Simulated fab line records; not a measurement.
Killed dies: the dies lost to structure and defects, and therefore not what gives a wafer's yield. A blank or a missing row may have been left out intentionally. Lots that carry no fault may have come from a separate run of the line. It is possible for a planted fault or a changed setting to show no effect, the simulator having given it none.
fab line records	flow sky130
record lots=12	wafers=36	last_day=50
route steps=708 shown VIA2@508 PAD_OPEN@708
lots untouched by any fault: they come from a run of this same line in which no faults occurred
start_h: hours from the record's first day to the start of the lot's first wafer shown	wait_h: time in hours since the lot's previous step	" repeats the value in the row above	L1.1+2: one row covering several wafers at once	- either no value or no given start	* or withheld: withheld	< > ~ a bound
route shown NAME@n: names a module that has steps shown in the file, with the first one's number in the route	usual: mean/standard deviation of fault-free wafers	same: alike in all rows	chamber/n: place in a boat	sites: readings site by site	_std_site: how widely they spread, as a standard deviation	_edge_site: the outer-site mean with the inner-site mean subtracted	radius_mm: for every site, how far away it sits from the centre of the wafer	mask NAME#n: copy n	behind: tool/chamber where the wafer was last shaped	hold: cause of the lot's hold/its duration in hours/its outcome	device: names the non-switching transistor (n, p or np)	end of line: tests of these same wafers at the route's end	a step without rows: its recipe alone	killed: dies lost to structure and defects at the first sort, not the wafer's yield	map: shows each die of a wafer: x if killed, . if not, _ if none is there
set.NAME: the run value of the setting; set.NAME@STEP: its run value at that earlier step	model.NAME: the simulator's own value behind a step, which no gauge read
a sample of lots followed through the steps of the route, with each step as a table and each wafer as a row
services: the hour from which a tool's chamber was out of use, counted from the record's first day as start_h (under 0 if before that day), plus the number of hours and why
## steps
# step SKY_VIA2_THK_MEAS_01
# recipe reads=SiO2_of_VIA2_HDPCVD_00
# usual VIA2_HDPCVD_THK=1211/13
lot.wafer	tool	chamber	start_h	wait_h	VIA2_HDPCVD_THK[nm]
L504.2	film_metro-01	-	814.86	0.1	1239
L504.3	"	-	"	"	1224
L504.5	"	-	"	"	1217
L505.2	film_metro-03	-	829.09	0.1	1203
L505.3	"	-	"	"	1214
L505.6	"	-	"	"	1204
L506.3	film_metro-04	-	869.41	0.1	1201
L506.4	"	-	"	"	1213
L506.5	"	-	"	"	1206
L509.1	film_metro-04	-	885.58	0.1	1212
L509.3	"	-	"	"	1223
L509.6	"	-	"	"	1223
L512.3	film_metro-03	-	902.78	0.1	1210
L512.4	"	-	"	"	1210
L512.5	"	-	"	"	1204
L516.2	film_metro-04	-	921.62	0.1	1233
L516.3	"	-	"	"	1243
L516.6	"	-	"	"	1238
L520.1	film_metro-01	-	942.44	0.1	1215
L520.3	"	-	"	"	1215
L520.5	"	-	"	"	1215
L521.1	film_metro-01	-	950.29	0.1	1213
L521.3	"	-	"	"	1201
L521.6	"	-	"	"	1209
L523.1	film_metro-03	-	969.89	0.1	1219
L523.2	"	-	"	"	1205
L523.6	"	-	"	"	1220
L524.1	film_metro-03	-	975.39	0.1	1227
L524.3	"	-	"	"	1218
L524.6	"	-	"	"	1203
L525.1	film_metro-03	-	978.70	0.1	1212
L525.4	"	-	"	"	1215
L525.6	"	-	"	"	1221
L526.1	film_metro-03	-	985.45	0.1	1208
L526.2	"	-	"	"	1214
L526.3	"	-	"	"	1203
# step SKY_VIA2_OVL_MEAS_13
# usual VIA2_OVL=-1/5.2
lot.wafer	tool	chamber	start_h	wait_h	VIA2_OVL[nm]
L504.2	overlay-02	-	841.49	0.1	4
L504.3	"	-	"	"	-3
L504.5	"	-	"	"	1
L505.2	overlay-02	-	856.18	0.1	-3
L505.3	"	-	"	"	4
L505.6	"	-	"	"	3
L506.3	overlay-01	-	896.35	0.1	-2
L506.4	"	-	"	"	2
L506.5	"	-	"	"	2
L509.1	overlay-01	-	911.96	0.1	-9
L509.3	"	-	"	"	-2
L509.6	"	-	"	"	-3
L512.3	overlay-02	-	928.00	0.1	3
L512.4	"	-	"	"	-4
L512.5	"	-	"	"	-1
L516.2	overlay-02	-	946.32	0.1	4
L516.3	"	-	"	"	5
L516.6	"	-	"	"	7
L520.1	overlay-02	-	967.19	0.1	4
L520.3	"	-	"	"	-1
L520.5	"	-	"	"	4
L521.1	overlay-01	-	975.13	0.1	-2
L521.3	"	-	"	"	0
L521.6	"	-	"	"	4
L523.1	overlay-01	-	994.13	0.1	1
L523.2	"	-	"	"	-3
L523.6	"	-	"	"	-3
L524.1	overlay-01	-	999.39	0.1	-2
L524.3	"	-	"	"	-1
L524.6	"	-	"	"	-1
L525.1	overlay-02	-	1002.02	0.1	-5
L525.4	"	-	"	"	0
L525.6	"	-	"	"	-1
L526.1	overlay-01	-	1009.13	0.1	-1
L526.2	"	-	"	"	-2
L526.3	"	-	"	"	-5
# step SKY_VIA2_ETCH_14
# recipe chemistry=N2/H2	target=BARC	ion_energy_ev=200	source_w=500	bias_w=100	pressure_mtorr=30	n2_flow_sccm=100	h2_flow_sccm=200	stop_on=SiO2	time_s=45.9	target_depth_a=600
# usual bias_w=100.00/0.29	drypump_motor_current_A=5.9/0.55	oes_product_au=0.854/0.0053	throttle_valve_pct=13.225/0.0097
lot.wafer	tool	chamber	start_h	wait_h	bias_w	drypump_motor_current_A	oes_product_au	rf_hours_counter_h	throttle_valve_pct
L504.2	rie_diel-04	0	841.52	0.0	100.06	5.8	0.853	9	13.215
L504.3	"	2	"	"	100.50	5.5	0.854	14	13.234
L504.5	"	1	"	"	99.78	6.3	0.851	-	13.207
L505.2	rie_diel-02	0	856.21	0.0	100.64	5.8	0.851	8	13.218
L505.3	"	2	"	"	99.86	6.2	0.853	10	13.224
L505.6	"	2	"	"	99.90	6.2	0.851	-	13.220
L506.3	rie_diel-01	3	896.38	0.0	99.78	6.3	0.852	22	13.224
L506.4	"	1	"	"	100.03	5.9	0.850	10	13.223
L506.5	"	1	"	"	100.33	5.9	0.857	-	13.228
L509.1	rie_diel-01	2	912.00	0.0	99.55	4.9	0.857	10	13.219
L509.3	"	0	"	"	99.79	4.8	0.851	7	13.210
L509.6	"	0	"	"	99.83	4.8	0.851	-	13.221
L512.3	rie_diel-02	2	928.02	0.0	99.75	6.2	0.852	12	13.229
L512.4	"	0	"	"	88.66	5.8	0.854	-	13.220
L512.5	"	2	"	"	100.14	6.2	0.848	-	13.230
L516.2	rie_diel-02	2	946.35	0.0	100.18	6.2	0.858	12	13.226
L516.3	"	1	"	"	99.82	6.4	0.856	5	13.205
L516.6	"	0	"	"	88.34	5.8	0.848	-	13.225
L520.1	rie_diel-04	2	967.23	0.0	99.96	5.6	0.851	19	13.220
L520.3	"	3	"	"	99.68	6.2	0.861	18	13.235
L520.5	"	2	"	"	99.87	5.6	0.854	-	13.226
L521.1	rie_diel-01	0	975.17	0.0	99.57	4.8	0.856	8	13.204
L521.3	"	1	"	"	99.94	5.9	0.856	12	13.235
L521.6	"	1	"	"	99.87	5.9	0.855	-	13.240
L523.1	rie_diel-01	3	994.17	0.0	100.26	6.3	0.865	24	13.225
L523.2	"	0	"	"	99.73	4.8	0.852	9	13.231
L523.6	"	3	"	"	100.19	6.3	0.859	-	13.218
L524.1	rie_diel-02	3	999.43	0.0	99.87	6.5	0.863	15	13.232
L524.3	"	2	"	"	100.22	6.2	0.850	14	13.224
L524.6	"	2	"	"	100.21	6.2	0.863	-	13.224
L525.1	rie_diel-01	2	1002.05	0.0	100.40	4.9	0.865	12	13.225
L525.4	"	3	"	"	100.32	6.3	0.856	25	13.217
L525.6	"	1	"	"	99.50	5.9	0.858	-	13.243
L526.1	rie_diel-04	2	1009.17	0.0	99.68	5.5	0.860	20	13.246
L526.2	"	3	"	"	100.02	6.2	0.839	19	13.233
L526.3	"	0	"	"	99.75	5.8	0.854	16	13.229
# step SKY_VIA2_STRIP_16
# recipe chemistry=O2/N2	power_w=1400	pressure_mtorr=1500	platen_temp_c=withheld	o2_flow_sccm=3000	n2_flow_sccm=300	overash_fraction=0.5
# usual drypump_motor_current_A=5.5/0.6	oes_product_au=0.398/0.0041	strip_time_to_endpoint_s=4.045/0.027
lot.wafer	tool	chamber	start_h	wait_h	drypump_motor_current_A	oes_product_au	rf_hours_counter_h	strip_time_to_endpoint_s
L504.2	plasma_asher-03	1	841.63	0.0	4.9	0.398	70	4.009
L504.3	"	0	"	"	4.9	0.395	-	4.071
L504.5	"	0	"	"	4.9	0.402	-	4.032
L505.2	plasma_asher-03	0	856.31	0.0	4.9	0.401	71	4.037
L505.3	"	1	"	"	4.9	0.403	-	4.063
L505.6	"	1	"	"	4.9	0.396	-	4.062
L506.3	plasma_asher-02	0	896.51	0.1	5.9	0.399	-	4.106
L506.4	"	1	"	"	6.4	0.397	-	4.055
L506.5	"	1	"	"	6.4	0.395	-	4.088
L509.1	plasma_asher-03	1	912.11	0.0	4.9	0.398	78	4.024
L509.3	"	1	"	"	4.9	0.396	-	4.050
L509.6	"	1	"	"	4.9	0.401	-	4.044
L512.3	plasma_asher-03	0	928.16	0.1	4.9	0.401	-	3.994
L512.4	"	1	"	"	4.9	0.400	-	4.016
L512.5	"	0	"	"	4.9	0.393	-	4.005
L516.2	plasma_asher-01	1	946.46	0.0	4.9	0.400	18	4.056
L516.3	"	1	"	"	5.0	0.392	-	4.029
L516.6	"	1	"	"	4.9	0.402	-	4.058
L520.1	plasma_asher-03	0	967.33	0.0	4.9	0.409	83	4.028
L520.3	"	0	"	"	4.9	0.400	-	4.005
L520.5	"	1	"	"	4.9	0.396	-	4.039
L521.1	plasma_asher-01	1	975.27	0.0	5.0	0.401	21	4.091
L521.3	"	0	"	"	6.0	0.394	-	4.088
L521.6	"	1	"	"	5.0	0.400	-	4.056
L523.1	plasma_asher-02	0	994.28	0.0	5.8	0.406	118	4.104
L523.2	"	1	"	"	6.4	0.398	118	4.070
L523.6	"	0	"	"	5.8	0.404	-	4.094
L524.1	plasma_asher-01	0	999.53	0.0	6.0	0.398	23	4.038
L524.3	"	1	"	"	4.9	0.402	-	4.048
L524.6	"	1	"	"	4.9	0.400	-	4.038
L525.1	plasma_asher-01	0	1002.16	0.0	6.1	0.398	23	4.059
L525.4	"	0	"	"	6.1	0.397	-	4.061
L525.6	"	1	"	"	4.9	0.399	-	4.065
L526.1	plasma_asher-01	0	1009.28	0.0	6.0	0.405	24	4.100
L526.2	"	1	"	"	4.9	0.400	24	4.045
L526.3	"	0	"	"	6.0	0.394	-	4.041
# step SKY_PAD_OPEN_PROBE_99
# usual defect_limited_yield=82.4/1.9	killed_at_M0_to_M3=44/7.2	killed_at_M4_up=3.2/1.8	killed_at_contacts=24/5.4	killed_at_front_end=15/4	killed_at_other=0.3/0.56	killed_dies=87/9.2	killed_on_rim=17/4	killed_open=47/7.3	killed_short=39/5.7	sort_bin_3_pad_short=0.9/0.45	sort_bin_5_function=10.6/1.5	sort_bin_6_memory=6.2/1.1	sort_n_pass=405/9.2	sort_yield_pct=82.4/1.9
# same gross_dies=492	killed_at_back_side=0	sort_bin_4_leakage[%]=0	sort_bin_8_speed[%]=0
lot.wafer	tool	chamber	start_h	wait_h	defect_limited_yield[%]	killed_at_M0_to_M3	killed_at_M4_up	killed_at_contacts	killed_at_front_end	killed_at_other	killed_dies	killed_on_rim	killed_open	killed_short	sort_bin_3_pad_short[%]	sort_bin_5_function[%]	sort_bin_6_memory[%]	sort_n_pass	sort_yield_pct[%]
L504.2	prober-01	-	1069.67	0.1	82.9	43	1	27	13	0	84	17	48	36	0.4	10.8	5.9	408	82.9
L504.3	prober-01	-	1069.72	0.2	85.4	28	4	19	21	0	72	12	34	38	0.8	9.1	4.7	420	85.4
L504.5	prober-01	-	1069.82	0.2	80.9	46	7	23	18	0	94	23	60	34	0.4	10.4	8.3	398	80.9
L505.2	prober-02	-	1080.79	0.1	80.1	52	4	25	17	0	98	22	55	43	1.0	13.2	5.7	394	80.1
L505.3	prober-02	-	1080.84	0.2	79.3	42	4	38	18	0	102	26	60	41	0.4	11.8	8.5	390	79.3
L505.6	prober-02	-	1080.99	0.2	78.3	48	1	32	26	0	107	22	61	46	1.4	12.8	7.5	385	78.3
L506.3	prober-01	-	1113.19	0.2	83.7	38	4	30	8	0	80	12	46	34	0.8	10.4	5.1	412	83.7
L506.4	prober-01	-	1113.24	0.2	82.9	43	2	22	17	0	84	20	48	35	0.2	10.8	6.1	408	82.9
L506.5	prober-01	-	1113.29	0.2	82.7	40	5	23	17	0	85	21	40	45	0.2	8.7	8.3	407	82.7
L509.1	prober-02	-	1125.88	0.1	82.7	33	5	25	21	1	85	17	45	40	1.2	11.4	4.7	407	82.7
L509.3	prober-02	-	1125.98	0.2	84.1	32	4	24	18	0	78	14	38	40	0.8	8.3	6.7	414	84.1
L509.6	prober-02	-	1126.13	0.2	84.1	39	2	26	9	2	78	16	43	35	0.6	9.3	5.9	414	84.1
L512.3	prober-02	-	1139.76	0.2	83.1	38	7	19	19	0	83	21	47	36	0.6	10.2	6.1	409	83.1
L512.4	prober-02	-	1139.81	0.2	82.7	38	3	29	14	1	85	20	51	34	0.4	10.8	6.1	407	82.7
L512.5	prober-02	-	1139.86	0.2	81.5	40	5	29	17	0	91	16	52	39	0.6	12.0	5.9	401	81.5
L516.2	prober-01	-	1152.56	0.1	84.3	51	1	16	9	0	77	11	48	29	1.6	8.5	5.5	415	84.3
L516.3	prober-01	-	1152.61	0.2	87.2	31	3	16	12	1	63	10	26	37	0.8	7.7	4.3	429	87.2
L516.6	prober-01	-	1152.76	0.2	79.3	50	6	30	16	0	102	21	60	42	1.4	12.6	6.7	390	79.3
L520.1	prober-01	-	1170.63	0.1	81.7	52	5	21	12	0	90	12	41	47	1.8	12.2	4.3	402	81.7
L520.3	prober-01	-	1170.73	0.2	83.5	36	6	22	17	0	81	18	41	38	1.0	9.3	6.1	411	83.5
L520.5	prober-01	-	1170.83	0.2	82.1	38	5	28	17	0	88	15	46	41	1.0	10.4	6.5	404	82.1
L521.1	prober-02	-	1173.77	0.1	79.1	60	1	24	18	0	103	15	60	43	1.0	12.8	7.1	389	79.1
L521.3	prober-02	-	1173.87	0.2	82.9	41	7	19	16	1	84	16	46	38	0.6	11.6	4.9	408	82.9
L521.6	prober-02	-	1174.02	0.2	80.5	46	0	30	20	0	96	15	50	46	1.2	11.2	7.1	396	80.5
L523.1	prober-02	-	1187.38	0.1	82.1	38	2	24	24	0	88	16	40	46	0.2	11.4	6.3	404	82.1
L523.2	prober-02	-	1187.43	0.1	84.3	36	5	15	21	0	77	18	42	35	0.2	9.6	5.9	415	84.3
L523.6	prober-02	-	1187.63	0.2	85.0	32	3	22	17	0	74	12	40	33	0.4	9.8	4.9	418	85.0
L524.1	prober-01	-	1190.93	0.1	83.9	42	3	20	12	2	79	19	41	38	1.4	6.9	7.7	413	83.9
L524.3	prober-01	-	1191.03	0.2	83.9	37	3	29	10	0	79	19	48	31	1.0	9.6	5.5	413	83.9
L524.6	prober-01	-	1191.18	0.2	83.7	44	2	24	10	0	80	17	53	26	0.8	10.0	5.5	412	83.7
L525.1	prober-02	-	1191.64	0.1	85.0	46	1	14	13	0	74	10	41	33	1.4	7.9	5.7	418	85.0
L525.4	prober-02	-	1191.79	0.2	82.3	49	3	23	12	0	87	22	49	38	0.8	11.4	5.5	405	82.3
L525.6	prober-02	-	1191.89	0.2	84.6	41	5	14	16	0	76	18	42	34	0.8	8.3	6.3	416	84.6
L526.1	prober-01	-	1196.23	0.1	81.7	49	1	18	22	0	90	15	50	40	1.4	10.6	6.3	402	81.7
L526.2	prober-01	-	1196.28	0.1	79.7	51	6	22	21	0	100	26	59	39	0.8	11.8	7.7	392	79.7
L526.3	prober-01	-	1196.33	0.2	80.9	50	1	28	15	0	94	20	55	38	0.4	11.2	7.5	398	80.9
# killed by level:class
L504.2 LI_CONTACT:geometric_particle:open=10 VIA1:geometric_particle:open=9 VIA3:geometric_particle:open=8 VIA2:geometric_particle:open=6 CONTACT:geometric_particle:open=5 CONTACT:geometric_particle:short=5 METAL2:geometric_particle:short=5 POLY_GATE:geometric_particle:short=4
L504.3 VIA1:geometric_particle:open=8 CONTACT:geometric_particle:open=7 POLY_GATE:geometric_particle:short=6 METAL2:geometric_particle:short=5 FIELD_ISO:geometric_particle:open=4 METAL1:geometric_particle:short=4 METAL4:geometric_particle:short=4 FIELD_ISO:geometric_particle:short=3
L504.5 CONTACT:geometric_particle:open=13 VIA3:geometric_particle:open=13 FIELD_ISO:geometric_particle:open=7 VIA2:geometric_particle:open=7 VIA1:geometric_particle:open=6 METAL1:geometric_particle:short=5 LI_CONTACT:geometric_particle:open=5 VIA2:geometric_particle:short=5
L505.2 VIA1:geometric_particle:open=12 VIA3:geometric_particle:open=9 VIA2:geometric_particle:open=8 CONTACT:geometric_particle:short=8 CONTACT:geometric_particle:open=7 VIA1:geometric_particle:short=7 METAL2:geometric_particle:short=7 LI_CONTACT:geometric_particle:open=6
L505.3 CONTACT:geometric_particle:open=15 LI_CONTACT:geometric_particle:open=13 VIA1:geometric_particle:open=12 VIA2:geometric_particle:open=5 POLY_GATE:geometric_particle:short=5 CONTACT:geometric_particle:short=5 METAL1:geometric_particle:short=5 VIA2:geometric_particle:short=4
L505.6 CONTACT:geometric_particle:open=13 VIA1:geometric_particle:open=13 FIELD_ISO:geometric_particle:open=10 LI_CONTACT:geometric_particle:open=8 VIA2:geometric_particle:open=7 FIELD_ISO:geometric_particle:short=6 METAL1:geometric_particle:short=5 POLY_GATE:geometric_particle:short=4
L506.3 CONTACT:geometric_particle:open=13 VIA2:geometric_particle:open=11 LI_CONTACT:geometric_particle:short=6 LI_CONTACT:geometric_particle:open=6 VIA1:geometric_particle:open=6 VIA1:geometric_particle:short=5 METAL1:geometric_particle:short=5 VIA3:geometric_particle:open=4
L506.4 CONTACT:geometric_particle:open=13 VIA1:geometric_particle:open=12 VIA1:geometric_particle:short=7 FIELD_ISO:geometric_particle:open=6 VIA3:geometric_particle:open=6 METAL2:geometric_particle:short=5 FIELD_ISO:geometric_particle:short=4 VIA2:geometric_particle:short=4
L506.5 CONTACT:geometric_particle:open=10 VIA3:geometric_particle:open=10 VIA1:geometric_particle:open=7 POLY_GATE:geometric_particle:short=6 CONTACT:geometric_particle:short=5 METAL4:geometric_particle:short=5 FIELD_ISO:geometric_particle:short=4 VIA3:geometric_particle:short=4
L509.1 CONTACT:geometric_particle:open=11 POLY_GATE:geometric_particle:short=7 VIA1:geometric_particle:short=6 FIELD_ISO:geometric_particle:open=5 LI_CONTACT:geometric_particle:open=5 CONTACT:geometric_particle:short=5 VIA2:geometric_particle:open=5 VIA1:geometric_particle:open=5
L509.3 VIA1:geometric_particle:open=9 CONTACT:geometric_particle:short=7 CONTACT:geometric_particle:open=6 METAL1:geometric_particle:short=6 POLY_GATE:geometric_particle:open=5 LI_CONTACT:geometric_particle:open=5 LOCAL_INTERCONNECT:geometric_particle:short=5 POLY_GATE:geometric_particle:short=4
L509.6 LI_CONTACT:geometric_particle:open=11 VIA1:geometric_particle:open=8 CONTACT:geometric_particle:short=7 METAL1:geometric_particle:short=6 VIA2:geometric_particle:open=6 VIA3:geometric_particle:open=5 VIA1:geometric_particle:short=4 CONTACT:geometric_particle:open=4
L512.3 VIA3:geometric_particle:open=11 VIA1:geometric_particle:open=8 LOCAL_INTERCONNECT:geometric_particle:short=6 CONTACT:geometric_particle:open=6 POLY_GATE:geometric_particle:open=5 VIA2:geometric_particle:open=5 FIELD_ISO:geometric_particle:open=4 LI_CONTACT:geometric_particle:open=4
L512.4 CONTACT:geometric_particle:open=9 VIA2:geometric_particle:open=8 LI_CONTACT:geometric_particle:open=7 CONTACT:geometric_particle:short=7 VIA1:geometric_particle:open=7 VIA3:geometric_particle:open=7 VIA1:geometric_particle:short=5 FIELD_ISO:geometric_particle:open=4
L512.5 CONTACT:geometric_particle:open=11 VIA1:geometric_particle:open=8 FIELD_ISO:geometric_particle:open=7 CONTACT:geometric_particle:short=7 METAL1:geometric_particle:short=7 VIA2:geometric_particle:open=6 POLY_GATE:geometric_particle:open=5 LI_CONTACT:geometric_particle:open=5
L516.2 VIA1:geometric_particle:open=12 VIA3:geometric_particle:open=10 VIA2:geometric_particle:open=8 CONTACT:geometric_particle:open=7 VIA1:geometric_particle:short=7 METAL2:geometric_particle:short=5 LI_CONTACT:geometric_particle:open=4 FIELD_ISO:geometric_particle:short=3
L516.3 METAL2:geometric_particle:short=7 VIA1:geometric_particle:open=7 CONTACT:geometric_particle:open=6 CONTACT:geometric_particle:short=4 FIELD_ISO:geometric_particle:short=3 SONOS_ONO:geometric_particle:short=3 LI_CONTACT:geometric_particle:open=3 METAL2:geometric_particle:open=3
L516.6 VIA2:geometric_particle:open=12 LI_CONTACT:geometric_particle:open=11 VIA1:geometric_particle:open=9 METAL2:geometric_particle:short=6 VIA3:geometric_particle:open=6 METAL4:geometric_particle:short=5 CONTACT:geometric_particle:short=5 CONTACT:geometric_particle:open=5
L520.1 VIA1:geometric_particle:open=11 VIA3:geometric_particle:open=10 METAL2:geometric_particle:short=9 CONTACT:geometric_particle:short=7 CONTACT:geometric_particle:open=7 METAL1:geometric_particle:short=6 POLY_GATE:geometric_particle:open=4 VIA1:geometric_particle:short=4
L520.3 LI_CONTACT:geometric_particle:open=7 CONTACT:geometric_particle:open=7 LOCAL_INTERCONNECT:geometric_particle:short=6 VIA3:geometric_particle:open=6 VIA1:geometric_particle:short=5 VIA1:geometric_particle:open=5 POLY_GATE:geometric_particle:short=4 METAL4:geometric_particle:short=4
L520.5 VIA1:geometric_particle:open=11 LI_CONTACT:geometric_particle:open=8 CONTACT:geometric_particle:open=8 METAL2:geometric_particle:short=6 CONTACT:geometric_particle:short=5 VIA1:geometric_particle:short=5 FIELD_ISO:geometric_particle:open=4 LI_CONTACT:geometric_particle:short=4
L521.1 VIA2:geometric_particle:open=13 VIA1:geometric_particle:open=11 CONTACT:geometric_particle:open=11 LI_CONTACT:geometric_particle:open=7 METAL3:geometric_particle:short=7 VIA3:geometric_particle:short=6 VIA1:geometric_particle:short=6 FIELD_ISO:geometric_particle:short=5
L521.3 VIA1:geometric_particle:open=12 POLY_GATE:geometric_particle:open=7 LOCAL_INTERCONNECT:geometric_particle:short=6 VIA2:geometric_particle:open=6 LI_CONTACT:geometric_particle:open=5 CONTACT:geometric_particle:open=5 POLY_GATE:geometric_particle:short=4 METAL1:geometric_particle:short=4
L521.6 CONTACT:geometric_particle:open=12 VIA1:geometric_particle:open=11 CONTACT:geometric_particle:short=9 FIELD_ISO:geometric_particle:open=8 VIA3:geometric_particle:open=7 POLY_GATE:geometric_particle:short=6 METAL1:geometric_particle:short=6 VIA1:geometric_particle:short=6
L523.1 VIA1:geometric_particle:open=10 VIA2:geometric_particle:open=7 FIELD_ISO:geometric_particle:short=6 POLY_GATE:geometric_particle:short=6 FIELD_ISO:geometric_particle:open=5 LI_CONTACT:geometric_particle:short=5 LI_CONTACT:geometric_particle:open=5 CONTACT:geometric_particle:short=5
L523.2 CONTACT:geometric_particle:open=7 FIELD_ISO:geometric_particle:short=5 METAL1:geometric_particle:short=5 VIA3:geometric_particle:short=5 VIA1:geometric_particle:open=5 VIA3:geometric_particle:open=5 VIA2:geometric_particle:open=5 METAL4:geometric_particle:short=5
L523.6 VIA1:geometric_particle:open=9 LI_CONTACT:geometric_particle:open=8 CONTACT:geometric_particle:open=6 VIA2:geometric_particle:open=6 FIELD_ISO:geometric_particle:short=5 FIELD_ISO:geometric_particle:open=5 POLY_GATE:geometric_particle:short=5 VIA1:geometric_particle:short=4
L524.1 VIA1:geometric_particle:open=10 CONTACT:geometric_particle:open=8 METAL1:geometric_particle:short=6 LOCAL_INTERCONNECT:geometric_particle:short=5 VIA3:geometric_particle:open=5 METAL2:geometric_particle:open=5 POLY_GATE:geometric_particle:open=4 SPACER:geometric_particle:short=4
L524.3 VIA1:geometric_particle:open=10 CONTACT:geometric_particle:open=9 LI_CONTACT:geometric_particle:open=8 VIA2:geometric_particle:open=7 CONTACT:geometric_particle:short=6 METAL2:geometric_particle:short=4 VIA3:geometric_particle:open=4 POLY_GATE:geometric_particle:open=3
L524.6 VIA1:geometric_particle:open=12 CONTACT:geometric_particle:open=12 VIA2:geometric_particle:open=9 METAL2:geometric_particle:short=8 LI_CONTACT:geometric_particle:open=7 VIA3:geometric_particle:open=4 FIELD_ISO:geometric_particle:open=3 CONTACT:geometric_particle:short=3
L525.1 VIA1:geometric_particle:open=13 VIA3:geometric_particle:open=6 VIA1:geometric_particle:short=6 LI_CONTACT:geometric_particle:open=5 VIA2:geometric_particle:open=5 POLY_GATE:geometric_particle:open=4 POLY_GATE:geometric_particle:short=4 CONTACT:geometric_particle:short=4
L525.4 CONTACT:geometric_particle:open=11 VIA1:geometric_particle:open=9 VIA3:geometric_particle:open=9 VIA2:geometric_particle:open=7 CONTACT:geometric_particle:short=6 VIA1:geometric_particle:short=6 METAL2:geometric_particle:short=6 POLY_GATE:geometric_particle:open=4
L525.6 VIA1:geometric_particle:open=10 CONTACT:geometric_particle:open=8 FIELD_ISO:geometric_particle:short=7 VIA3:geometric_particle:open=7 VIA2:geometric_particle:open=7 METAL1:geometric_particle:short=4 VIA1:geometric_particle:short=4 METAL4:geometric_particle:short=4
L526.1 VIA3:geometric_particle:open=10 VIA1:geometric_particle:open=10 METAL2:geometric_particle:short=8 CONTACT:geometric_particle:open=7 FIELD_ISO:geometric_particle:short=6 POLY_GATE:geometric_particle:open=6 VIA1:geometric_particle:short=5 METAL1:geometric_particle:short=5
L526.2 VIA1:geometric_particle:open=16 CONTACT:geometric_particle:open=9 METAL1:geometric_particle:short=8 LI_CONTACT:geometric_particle:open=6 METAL2:geometric_particle:short=6 FIELD_ISO:geometric_particle:open=4 VIA1:geometric_particle:short=4 VIA3:geometric_particle:open=4
L526.3 VIA1:geometric_particle:open=15 CONTACT:geometric_particle:open=11 METAL1:geometric_particle:short=11 VIA3:geometric_particle:open=7 CONTACT:geometric_particle:short=6 VIA2:geometric_particle:open=6 LI_CONTACT:geometric_particle:short=5 LI_CONTACT:geometric_particle:open=4
## services
tool	chamber	start_h	hours	kind
plasma_asher-02	-	817.97	0.9	repair
rie_diel-02	1	833.92	10.2	repair
rie_diel-04	1	844.44	16.2	repair
plasma_asher-01	-	849.03	28.1	pm
rie_diel-01	0	878.28	12.3	repair
rie_diel-04	3	910.51	33.5	repair
rie_diel-01	3	911.58	3.2	repair
rie_diel-01	-	916.71	4.3	pm
plasma_asher-03	-	921.55	3.3	repair
rie_diel-02	3	923.00	10.9	repair
plasma_asher-03	-	926.39	0.4	repair
rie_diel-01	1	944.63	5.4	repair
plasma_asher-01	-	986.18	2.8	pm
plasma_asher-02	-	992.32	0.6	repair
plasma_asher-03	-	993.52	1.0	repair
rie_diel-01	1	1004.25	10.0	repair
## key
first_sign step=SKY_VIA2_ETCH_14	reading=bias_w	direction=down	sigmas=40	usual=100.00	struck=88.50
effect none on later readings
met_at SKY_VIA2_ETCH_14
struck_lots L512,L516
struck_wafers L512.4,L516.6
not_acting_at SKY_VIA2_THK_MEAS_01,SKY_VIA2_OVL_MEAS_13,SKY_VIA2_STRIP_16
onset_between 856.21 928.02
fault kind=process_parameter_drift	tool=rie_diel-02	chamber=0	onset_h=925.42	steps=SKY_VIA2_ETCH_14	channel=bias_w	offset=-11.139	shape=step	end_h=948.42	acts_in=these_recipes_only	stated=100
